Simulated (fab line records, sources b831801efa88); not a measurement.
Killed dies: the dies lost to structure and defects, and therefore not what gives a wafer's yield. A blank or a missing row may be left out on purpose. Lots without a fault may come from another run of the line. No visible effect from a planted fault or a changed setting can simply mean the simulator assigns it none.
Struck lot and sound lot, side by side | flow sfq-line | 42 out of 325 route steps
Sound: wafers L372.3, L372.4, L372.6. Struck: wafer L385.4. (L385.2, L385.3 of the same lot were not struck and are left out.) The cause comes at the end.
Each step with rows lists, per side, the tool, then ch with its chambers, then its first start. Under that, the readings that differ: sound wafers | struck wafers | difference of the means | sigmas: that difference in standard deviations of wafers without a fault.
alike: words and numbers the same on both sides, and readings whose means are apart by under 2 such deviations; not compared: readings that were withheld, readings missing a value for some wafer, numbers with overlapping values and no deviation given by the record, and bounds like >300 which may hide the same value.
A row with sigmas, a row that says differs or no value, or rows on one side alone: a step with any of these is where the two part. Non-overlapping numbers with no deviation appear without sigmas and do not part them. Lack of a reading on every wafer of one side parts them only where that side has two or more wafers.

first, 6 steps without rows for these wafers: SFQ_TRILAYER_I0_VIA_LITHO_COAT_036 (resist thk 62 nm); SFQ_TRILAYER_I0_VIA_LITHO_COAT_031 (resist thk 650 nm); SFQ_TRILAYER_I0_VIA_LITHO_SOFTBAKE_035; SFQ_TRILAYER_I0_VIA_LITHO_EXPOSE_032 (exposes mask I0, target cd 500 nm); SFQ_TRILAYER_I0_VIA_LITHO_PEB_034 (peb time 60 s); SFQ_TRILAYER_I0_VIA_LITHO_DEVELOP_033 (time 60 s).
SFQ_I0_OVL_MEAS_908:
  sound on overlay-01 at day 14 00:00; struck on overlay-01 at day 18 10:22
  alike: I0_OVL
then, 5 steps without rows for these wafers: SFQ_TRILAYER_I0_VIA_BARC_OPEN_VIA_ETCH_046 (etches BARC in O2, target depth 125 nm, time 41.7 s); SFQ_TRILAYER_I0_VIA_ETCH_VIA_ETCH_034 (etches SiO2 in CHF3, stops on Nb, target depth 260 nm); SFQ_TRILAYER_I0_VIA_STRIP_STRIP_035 (strips in O2); SFQ_TRILAYER_I0_VIA_STRIP_SOLV_CLEAN_036 (cleans in NMP, time 600 s); SFQ_TRILAYER_M1_DEP_PRE_CLEAN_038 (time 22.5 s).
SFQ_TRILAYER_M1_DEP_SPUTTER_037: material Nb, target thk 200 nm, time 133.3 s.
  sound on pvd-sputter-05 at day 14 00:59; struck on pvd-sputter-05 at day 18 11:22
  reading                                             | sound             | struck | difference | sigmas
  substrate-temp-c (C)                                | 20.17 20.04 20.02 | 19.79  | -0.29      | -3
  throttle-valve-pct (%)                              | 31.7 30.9 31.8    | 28.1   | -3.4       | -3
  model.Nb_of_TRILAYER_M1_DEP_SPUTTER_037.thk-nm (nm) | 201.3 198 202     | 372.3  | +171.9     |
  alike: resputter-cathode-voltage-v
SFQ_M1_RS_MEAS_909: measurement is done with a four-point probe.
  sound on film-metro-01 at day 14 01:07; struck on film-metro-02 at day 18 11:29
  reading           | sound             | struck | difference | sigmas
  M1_NB_RS (ohm/sq) | 0.884 0.897 0.879 | 0.476  | -0.411     | -32
then, 6 steps without rows for these wafers: SFQ_TRILAYER_M1_LITHO_COAT_044 (resist thk 62 nm); SFQ_TRILAYER_M1_LITHO_COAT_039 (resist thk 600 nm); SFQ_TRILAYER_M1_LITHO_SOFTBAKE_043; SFQ_TRILAYER_M1_LITHO_EXPOSE_040 (exposes mask M1, target cd 500 nm); SFQ_TRILAYER_M1_LITHO_PEB_042 (peb time 60 s); SFQ_TRILAYER_M1_LITHO_DEVELOP_041 (time 60 s).
-- the record jumps here: 7 days lie between the struck wafers' starts before and after --
SFQ_M1_OVL_MEAS_911:
  sound on overlay-01 at day 19 06:03; struck on overlay-01 at day 25 06:50
  alike: M1_OVL
SFQ_TRILAYER_M1_BARC_OPEN_METAL_ETCH_054: etches BARC in O2, target depth 125 nm, time 41.7 s.
  sound on rie-metal-01 ch 0,1, day 19 06:05; struck on rie-metal-01 ch 1, day 25 06:52
  alike: drypump-motor-current-A, oes-product-au
  not compared: rf-hours-counter-h
SFQ_TRILAYER_M1_ETCH_METAL_ETCH_042: etches Nb in Cl2/Ar, stops on SiO2, target depth 240 nm, time 120 s.
  sound on rie-metal-01 ch 0,1, day 19 06:10; struck on rie-metal-01 ch 1, day 25 06:56
  reading               | sound             | struck | difference | sigmas
  oes-product-au (a.u.) | 0.895 0.894 0.905 | 0.994  | +0.096     | +11
  alike: drypump-motor-current-A
  not compared: rf-hours-counter-h
SFQ_TRILAYER_M1_STRIP_STRIP_043: strips in O2.
  sound on rie-metal-01 ch 0,1, day 19 06:28; struck on rie-metal-01 ch 1, day 25 07:03
  alike: drypump-motor-current-A, oes-product-au
  not compared: rf-hours-counter-h
then, 3 steps without rows for these wafers: SFQ_TRILAYER_M1_STRIP_SOLV_CLEAN_044 (cleans in NMP, time 600 s); SFQ_TRILAYER_I1_DEP_PECVD_045 (deposits SiO2 from SiH4/N2O, time 111.11 s, target thk 500 nm); SFQ_TRILAYER_I1_CMP_CMP_046 (polishes SiO2).
SFQ_I1_BOW_MEAS_912:
  sound on film-metro-03 at day 19 10:09; struck on film-metro-02 at day 25 10:56
  alike: I1_BOW
SFQ_TRILAYER_I1_METRO_MEASURE_047:
  sound on film-metro-03 at day 19 10:38; struck on film-metro-02 at day 25 11:14
  alike: thk-nm
then, 6 steps without rows for these wafers: SFQ_TRILAYER_I1_VIA_LITHO_COAT_054 (resist thk 62 nm); SFQ_TRILAYER_I1_VIA_LITHO_COAT_049 (resist thk 650 nm); SFQ_TRILAYER_I1_VIA_LITHO_SOFTBAKE_053; SFQ_TRILAYER_I1_VIA_LITHO_EXPOSE_050 (exposes mask I1, target cd 500 nm); SFQ_TRILAYER_I1_VIA_LITHO_PEB_052 (peb time 60 s); SFQ_TRILAYER_I1_VIA_LITHO_DEVELOP_051 (time 60 s).
-- the record jumps here: 6 days lie between the struck wafers' starts before and after --
SFQ_I1_OVL_MEAS_913:
  sound on overlay-01 at day 26 05:39; struck on overlay-01 at day 31 21:05
  alike: I1_OVL
SFQ_TRILAYER_I1_VIA_BARC_OPEN_VIA_ETCH_071: etches BARC in O2, target depth 125 nm, time 41.7 s.
  sound on rie-diel-01 ch 0,2,3, day 26 05:40; struck on rie-diel-04 ch 2, day 31 21:07
  alike: drypump-motor-current-A, oes-product-au
  not compared: rf-hours-counter-h
SFQ_TRILAYER_I1_VIA_ETCH_VIA_ETCH_052: etches SiO2 in CHF3, stops on Nb, target depth 260 nm.
  sound on rie-diel-01 ch 0,2,3, day 26 05:43; struck on rie-diel-04 ch 2, day 31 21:10
  alike: drypump-motor-current-A, oes-product-au
then, 3 steps without rows for these wafers: SFQ_TRILAYER_I1_VIA_STRIP_STRIP_053 (strips in O2); SFQ_TRILAYER_I1_VIA_STRIP_SOLV_CLEAN_054 (cleans in NMP, time 600 s); SFQ_TRILAYER_M2_DEP_PRE_CLEAN_056 (time 22.5 s).
-- the record jumps here: 61 days lie between the struck wafers' starts before and after --
SFQ_M8_BOW_MEAS_951:
  sound on film-metro-01 at day 82 00:43; struck on film-metro-01 at day 92 12:59
  reading                       | sound                | struck | difference | sigmas
  model.etest.m1.comb-log10-ohm | 12 12 12             | 0      | -12        |
  model.etest.m1.ohm-sq         | 0.8846 0.8989 0.8812 | 0.4782 | -0.4100    |
  alike: M8_BOW

## WHERE THEY PART
First at SFQ_TRILAYER_M1_DEP_SPUTTER_037; last, within this record, at SFQ_TRILAYER_M1_ETCH_METAL_ETCH_042. Later steps at which nothing parts them and some readings are alike: SFQ_TRILAYER_M1_STRIP_STRIP_043, SFQ_I1_BOW_MEAS_912, SFQ_TRILAYER_I1_METRO_MEASURE_047, SFQ_I1_OVL_MEAS_913, SFQ_TRILAYER_I1_VIA_BARC_OPEN_VIA_ETCH_071, SFQ_TRILAYER_I1_VIA_ETCH_VIA_ETCH_052, SFQ_M8_BOW_MEAS_951.

WHY: whatever the simulator had introduced
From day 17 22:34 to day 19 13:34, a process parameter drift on pvd-sputter-05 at SFQ_TRILAYER_M1_DEP_SPUTTER_037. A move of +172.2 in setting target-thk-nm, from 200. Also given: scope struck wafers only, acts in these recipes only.
